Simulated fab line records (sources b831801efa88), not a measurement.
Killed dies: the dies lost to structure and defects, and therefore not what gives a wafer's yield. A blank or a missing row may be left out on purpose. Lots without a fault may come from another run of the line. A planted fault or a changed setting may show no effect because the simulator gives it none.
Matching of chambers | flow sky130 | 4 sister chambers for SKY_VIA2_ETCH_15 on rieDiel-04
The step etches SiO2 in C4F8/O2/Ar, stops on TiN, target depth 546 nm, time 84 s. 4 wafers are shown with their chamber, then 8 later ones without.

== EACH WAFER AND ITS CHAMBER ==
wafer  | chamber | oesProductAu (a.u.)
L084.3 | 2       | 0.945
L093.1 | 3       | 0.935
L093.2 | 1       | 0.947
L095.1 | 0       | 0.940

== WAFERS WITHOUT THEIR CHAMBER ==
wafer  | oesProductAu (a.u.)
L095.2 | 0.937
L095.6 | 0.947
L096.1 | 0.937
L096.4 | 0.944
L096.6 | 0.941
L097.2 | 0.943
L097.5 | 0.939
L097.6 | 0.935

== THE CHAMBER EACH PASSED THROUGH ==
wafer  | from the rows above          | in truth
L095.2 | can't be placed: 3 or 0      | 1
L095.6 | can't be placed: 1 or 2      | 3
L096.1 | can't be placed: 3 or 0      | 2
L096.4 | can't be placed: 2 or 1      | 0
L096.6 | 0                            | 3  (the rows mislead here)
L097.2 | can't be placed: 2 or 0 or 1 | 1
L097.5 | 0                            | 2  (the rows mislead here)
L097.6 | 3                            | 3
Placed correctly: 1 of 8. Not placeable from these rows: 5 (in 1, the candidates include the true chamber). Number placed wrongly: 2.
How it was worked out, from the rows above alone: a wafer's distance from a chamber is the root of the sum, over the readings, of the square of ((its reading less the chamber's mean) divided by the reading's scatter). If the next closest chamber is less than 2 further off than the closest, the wafer can't be placed; otherwise it belongs to the closest. Each chamber's mean is taken over the wafers shown for it. The scatter (one wafer shown for each chamber): square how far every hidden wafer sits from the nearest shown wafer, average those squares and take the square root.
